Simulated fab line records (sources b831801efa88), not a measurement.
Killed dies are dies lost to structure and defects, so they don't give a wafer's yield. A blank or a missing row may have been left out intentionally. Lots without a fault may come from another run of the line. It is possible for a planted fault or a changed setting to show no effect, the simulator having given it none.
Comparing a struck lot with a sound one -- flow sky130 -- 15 out of 708 route steps
Sound: the wafers L926.1, L926.3, L926.5. Wafers struck: L937.1, L937.2, L937.5. The cause is named last.
At each step with rows: each side's tool, then ch and its chambers, then its first start. Under that, the readings that differ: sound wafers -- struck wafers -- difference of the means -- sigmas: that difference in standard deviations of wafers without a fault.
alike: readings whose means differ by less than 2 such deviations, and words and numbers that are the same on both sides. not compared: withheld readings, readings that some wafer has no value for, bounds like >300 that may hide the same value, and numbers for which the record gives no deviation and whose values overlap.
The two part at a step that has a row with sigmas, a row that says differs or no value, or rows on one side only. When numbers do not overlap yet have no deviation, they are printed without sigmas and do not part them. Lack of a reading on every wafer of one side parts them only where that side has two or more wafers.

first, 4 steps without rows for these wafers: SKY_RES_XHIGH_EXPOSE_04 (exposes mask URPM, target cd 1270 nm); SKY_RES_XHIGH_PEB_05; SKY_RES_XHIGH_DEVELOP_06 (develop time 60 s); SKY_RES_XHIGH_IMPLANT_07.
SKY_RES_XHIGH_STRIP_08: strips in O2/N2.
  sound on plasma-asher-02 ch 1, day 29 17:50; struck on plasma-asher-02 ch 0,1, day 33 13:12
  alike: chamber-pressure-mTorr, drypump-motor-current-A, oes-product-au, strip-time-to-endpoint-s
  not compared: rf-hours-counter-h
SKY_RES_XHIGH_TW_MEAS_09:
  sound: film-metro-01 at day 29 17:56; struck: film-metro-02 at day 33 13:18
  alike: RES_XHIGH_TW
then, 6 steps without rows for these wafers: SKY_SD_N_DEHYDRATE_00 (time 60 s); SKY_SD_N_HMDS_01 (prime time 60 s); SKY_SD_N_COAT_02 (resist thk 1140 nm); SKY_SD_N_SOFTBAKE_03 (time 60 s); SKY_SD_N_EXPOSE_04 (exposes mask NSDM, target cd 380 nm); SKY_SD_N_PEB_05.
SKY_SD_N_DEVELOP_06: develop time 60 s.
  sound on litho-track-01 ch 0, day 30 21:28; struck on litho-track-01 ch 0, day 34 15:31
reading,sound,struck,difference,sigmas
developer-temp-C (C),22.97 22.85 22.83,22.03 22.31 22.30,-0.67,-7
  alike: resist-line-temp-C
SKY_SD_N_CD_MEAS_07 targets a cd of 380 nm.
  sound: cd-sem-01 at day 30 21:37; struck: cd-sem-01 at day 34 15:40
  alike: cd-nm
SKY_PAD_OPEN_PROBE_99:
  rows exist in the record for the sound wafers here (prober-02, day 48 02:35), none for the struck ones

WHERE THEY PART
Earliest at SKY_SD_N_DEVELOP_06; latest, in this record, at SKY_PAD_OPEN_PROBE_99.

WHY: what had been put in by the simulator
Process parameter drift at SKY_SD_N_DEVELOP_06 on litho-track-01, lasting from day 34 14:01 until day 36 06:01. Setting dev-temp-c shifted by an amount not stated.
